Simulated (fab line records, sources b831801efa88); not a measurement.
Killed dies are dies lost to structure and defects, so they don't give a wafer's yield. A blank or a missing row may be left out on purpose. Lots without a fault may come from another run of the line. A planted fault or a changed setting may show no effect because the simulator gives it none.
Which tool did it? | flow sky130 | 13 lots, 39 wafers sampled, at 5 steps of a route of 708

WHAT THE GAUGES READ, wafer by wafer
SKY_LDD_HVN_OVL_MEAS_07. Usual: LDD_HVN_OVL -0.5 nm, standard deviation 1.7.
lot  | measured     | on         | LDD_HVN_OVL (nm) | flag
L154 | day 20 19:07 | overlay-01 | 2.3 1.3 1.7      |
L155 | day 21 00:22 | overlay-02 | 0.5 0.4 1.9      |
L158 | day 22 14:35 | overlay-02 | -3.7 -2.3 -3.3   |
L159 | day 22 18:19 | overlay-02 | 0.2 0.1 0.7      |
L161 | day 23 02:50 | overlay-01 | -0.2 -2.5 -1.7   |
L162 | day 23 18:20 | overlay-02 | -0.2 -0.9 1.8    |
L166 | day 25 05:08 | overlay-01 | 1.0 -0.5 -0.2    |
L168 | day 25 14:58 | overlay-01 | 1.2 0.6 0.4      |
L171 | day 26 12:35 | overlay-01 | -2.7 -2.4 -2.6   |
L173 | day 27 05:50 | overlay-02 | -1.8 -0.1 -0.8   |
L174 | day 27 21:38 | overlay-01 | -2.2 -0.7 -0.8   |
L176 | day 28 05:10 | overlay-02 | -1.7 1.4 -0.3    |
L177 | day 28 07:26 | overlay-01 | 1.4 0.6 1.7      |

SKY_LDD_HVN_TW_MEAS_10. Usual: LDD_HVN_TW 1433, standard deviation 11.
lot  | measured     | on            | LDD_HVN_TW     | flag
L154 | day 20 19:24 | film_metro-03 | 1440 1429 1437 |
L155 | day 21 00:39 | film_metro-01 | 1446 1440 1446 |
L158 | day 22 14:53 | film_metro-02 | 1418 1419 1422 |
L159 | day 22 18:35 | film_metro-02 | 1415 1426 1431 |
L161 | day 23 03:07 | film_metro-02 | 1428 1428 1425 |
L162 | day 23 18:37 | film_metro-01 | 1431 1434 1430 |
L166 | day 25 05:25 | film_metro-01 | 1435 1450 1449 |
L168 | day 25 15:15 | film_metro-02 | 1426 1421 1431 |
L171 | day 26 12:53 | film_metro-02 | 1426 1426 1427 |
L173 | day 27 06:08 | film_metro-02 | 1429 1430 1427 |
L174 | day 27 21:56 | film_metro-03 | 1446 1452 1442 |
L176 | day 28 05:28 | film_metro-02 | 1430 1430 1435 |
L177 | day 28 07:44 | film_metro-02 | 1435 1434 1431 |

SKY_LDD_HVP_TW_MEAS_10. Usual: LDD_HVP_TW 456, standard deviation 4.2.
lot  | measured     | on            | LDD_HVP_TW  | flag
L154 | day 22 01:50 | film_metro-04 | 462 460 462 |
L155 | day 22 06:58 | film_metro-02 | 450 450 452 |
L158 | day 23 20:43 | film_metro-02 | 452 451 452 |
L159 | day 24 00:19 | film_metro-02 | 448 448 448 |
L161 | day 24 08:52 | film_metro-01 | 455 455 457 |
L162 | day 25 00:00 | film_metro-04 | 463 460 461 |
L166 | day 26 10:52 | film_metro-02 | 455 454 455 |
L168 | day 26 20:43 | film_metro-02 | 456 457 453 |
L171 | day 27 19:43 | film_metro-04 | 458 462 460 |
L173 | day 28 09:37 | film_metro-02 | 458 456 453 |
L174 | day 29 02:34 | film_metro-02 | 452 453 449 |
L176 | day 29 10:11 | film_metro-01 | 455 455 454 |
L177 | day 29 12:01 | film_metro-02 | 451 454 449 |

SKY_LDD_LDN_TW_MEAS_13. Usual: LDD_LDN_TW 1488, standard deviation 8.6.
lot  | measured     | on            | LDD_LDN_TW     | flag
L154 | day 23 08:29 | film_metro-03 | 1483 1486 1486 |
L155 | day 23 13:51 | film_metro-04 | 1501 1489 1501 |
L158 | day 25 02:33 | film_metro-03 | 1482 1484 1479 |
L159 | day 25 06:23 | film_metro-04 | 1594 1602 1587 | OFF
L161 | day 25 14:47 | film_metro-04 | 1498 1500 1494 |
L162 | day 26 05:51 | film_metro-04 | 1509 1501 1504 |
L166 | day 27 16:02 | film_metro-01 | 1477 1478 1472 |
L168 | day 28 02:07 | film_metro-01 | 1572 1579 1575 | OFF
L171 | day 29 00:14 | film_metro-04 | 1486 1494 1487 |
L173 | day 29 14:15 | film_metro-03 | 1478 1476 1485 |
L174 | day 30 07:02 | film_metro-04 | 1490 1492 1496 |
L176 | day 30 14:26 | film_metro-01 | 1481 1480 1478 |
L177 | day 30 16:24 | film_metro-03 | 1474 1483 1486 |

WHICH TOOL RAN EACH LOT (tool, then ch and the chambers of the sampled wafers, then the start)
lot  | SKY_LDD_LDN_IMPLANT_11
L154 | implanter-01 ch 0, day 23 08:14
L155 | implanter-02 ch 0, day 23 13:37
L158 | implanter-01 ch 0, day 25 02:19
L159 | implanter-02 ch 0, day 25 05:49
L161 | implanter-01 ch 0, day 25 14:32
L162 | implanter-02 ch 0, day 26 05:36
L166 | implanter-02 ch 0, day 27 15:47
L168 | implanter-01 ch 0, day 28 01:31
L171 | implanter-02 ch 0, day 28 23:59
L173 | implanter-02 ch 0, day 29 14:01
L174 | implanter-02 ch 0, day 30 06:47
L176 | implanter-01 ch 0, day 30 14:13
L177 | implanter-01 ch 0, day 30 16:09
- SKY_LDD_LDN_IMPLANT_11

WHAT THE TOOLS THEMSELVES READ (means of the sampled wafers that have a number; where no wafer has one, the mark that the record gives instead)
SKY_LDD_LDN_IMPLANT_11. Usual: end_station_pressure_torr 5.06e-06 Torr, standard deviation 2.7e-07.
lot  | tool         | end_station_pressure_torr (Torr) | flag
L154 | implanter-01 | 5.02e-06                         |
L155 | implanter-02 | 5.17e-06                         |
L158 | implanter-01 | 5.25e-06                         |
L159 | implanter-02 | 5.14e-06                         |
L161 | implanter-01 | 5.21e-06                         |
L162 | implanter-02 | 5.20e-06                         |
L166 | implanter-02 | 4.97e-06                         |
L168 | implanter-01 | 5.17e-06                         |
L171 | implanter-02 | 5.23e-06                         |
L173 | implanter-02 | 5.18e-06                         |
L174 | implanter-02 | 4.85e-06                         |
L176 | implanter-01 | 5.38e-06                         |
L177 | implanter-01 | 5.13e-06                         |

THE ANSWER, worked out from the rows above alone
Rule: a lot is off if the mean of its wafers that have a number lies more than 3 standard deviations from the usual mean. A lot without any number at a reading at which 4 lots or more have one is off too. The other lots that the step has rows for count as sound. The gauges are gone through in route order, then the tools' own readings, and for those a lot's mean is taken as printed above. The first step at which some lot is off is used, and at that step the reading that is off furthest; a lot without a number counts as furthest.
Off: L159, L168, at SKY_LDD_LDN_TW_MEAS_13 (LDD_LDN_TW).
A tool fits if, at a process step before that reading, it ran every lot that is off, and no sound lot after the first of them. The gauges at SKY_LDD_LDN_TW_MEAS_13 are tried like those tools. None of those tried fits.

WHAT THE SIMULATOR HAD PUT IN
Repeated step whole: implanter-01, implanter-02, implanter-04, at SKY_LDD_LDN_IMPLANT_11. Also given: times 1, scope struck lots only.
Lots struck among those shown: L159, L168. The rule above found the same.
